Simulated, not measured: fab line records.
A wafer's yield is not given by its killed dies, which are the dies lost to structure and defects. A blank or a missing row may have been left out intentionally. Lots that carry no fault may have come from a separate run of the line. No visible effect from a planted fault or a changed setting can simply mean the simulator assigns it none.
Problem report, 8D (eight disciplines) form, completed by code ; flow sky130 ; the parts of the form that need people (team, actions taken, sign-off) are left out

1. THE PROBLEM
killed_at_M4_up at SKY_PAD_OPEN_PROBE_99 reads a mean of 55.8 on 6 wafers of 2 lots; wafers without a fault read 3.2 with a standard deviation of 1.7. That puts it +31 standard deviations away from the usual mean.
First observed at day 47 09:14: wafer L244.2, on prober-02. Wafers with a number at this step in the record: 36, from 12 lots. The rule behind "out" and "out of limits": a value lying over 4 standard deviations away from the usual mean. The other wafers with a number count as sound.

2. WHAT IT IS, AND WHAT IT ISN'T
question;is;is not
which readings at this step;killed_at_M4_up;killed_at_M0_to_M3, killedAtContacts, killedAtOther, killedOpen, killedShort, sort_bin_6_memory
which lots;L244, L247;L239, L240, L243, L245, L254, L255, L257, L258, L259, L260
which wafers of those lots;all that have a number;-
read on which tools;prober-02;prober-01
when;from day 47 09:14;"up to then (9 sound wafers); but 21 sound wafers of L245, L254, L255, L257, L258, L259, L260 came after"

3. WHAT RULES OUT EACH SUSPECT
Counting: any tool at a process step up to the reading is kept as a suspect provided that every lot that is out went through it and no sound lot did after the first of them.
- pvdSputter-02 at SKY_METAL4_SPUTTER_04 (material TiN, target thk 70 nm, time 58.3 s): ruled out as a lasting fault. Sound lots L245, L254, L260 ran on it after its first lot that is out, L244 (day 41 17:37).
- plasmaAsher-01 at SKY_METAL4_STRIP_19 (strips in O2/N2): ruled out as a lasting fault. Sound lots L260 ran on it after its first lot that is out, L244 (day 43 15:31).
- cvdW-02 at SKY_VIA4_CVD_18 (deposits W, target thk 505 nm, time 152.14 s): ruled out as a lasting fault. Sound lots L254, L255, L257, L259, L260 ran on it after its first lot that is out, L244 (day 44 15:31).
- prober-02 at SKY_PAD_OPEN_PROBE_99: ruled out as a lasting fault. Sound lots L245, L254, L258, L260 ran on it after its first lot that is out, L244 (day 47 09:14).
Left after counting: nothing in the record.

4. THE CAUSE (what the simulator had put in)
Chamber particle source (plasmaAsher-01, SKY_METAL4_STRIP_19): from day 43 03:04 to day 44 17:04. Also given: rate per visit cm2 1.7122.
Counting ruled it out, wrongly: the rule takes a fault to strike every lot that its tool runs from its start on, and this one did not.

5. SEQUENCE OF EFFECTS, ordered by route
Rows list readings where the struck wafers' mean (over those with a number) sits beyond 3 standard deviations from the usual. Readings are gone through only where the record gives a usual standard deviation; hours: the median, over the lots, of the time from a lot's start at the first step in this table giving one to that lot's start at this step; sigmas: the change measured in usual standard deviations.
hours;step;reading;usual;on struck wafers;change;sigmas
0;SKY_PAD_OPEN_PROBE_99;defectLimitedYield;82.8 %;74.0;-8.8;-4.7
0;SKY_PAD_OPEN_PROBE_99;killed_at_M4_up;3.2;55.8;+52.6;+31
0;SKY_PAD_OPEN_PROBE_99;killedDies;85;128;+43;+4.7
0;SKY_PAD_OPEN_PROBE_99;sort_bin_3_pad_short;0.9 %;4.3;+3.4;+8.5
0;SKY_PAD_OPEN_PROBE_99;sort_bin_5_function;10.2 %;15.9;+5.7;+3.8
0;SKY_PAD_OPEN_PROBE_99;sortNPass;407;364;-43;-4.7
0;SKY_PAD_OPEN_PROBE_99;sortYieldPct;82.8 %;74.0;-8.8;-4.7
Here are the process steps it includes:
- SKY_PAD_OPEN_PROBE_99

6. HOW IT WOULD HAVE BEEN CAUGHT EARLIER
In this record the first reading out of limits was taken at day 47 09:14, 102 hours after the fault began at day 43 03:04.
No tool reading at SKY_METAL4_STRIP_19 that has a usual standard deviation in the record was out on any struck wafer, so an alarm limit of 4 standard deviations on those readings would not have fired.
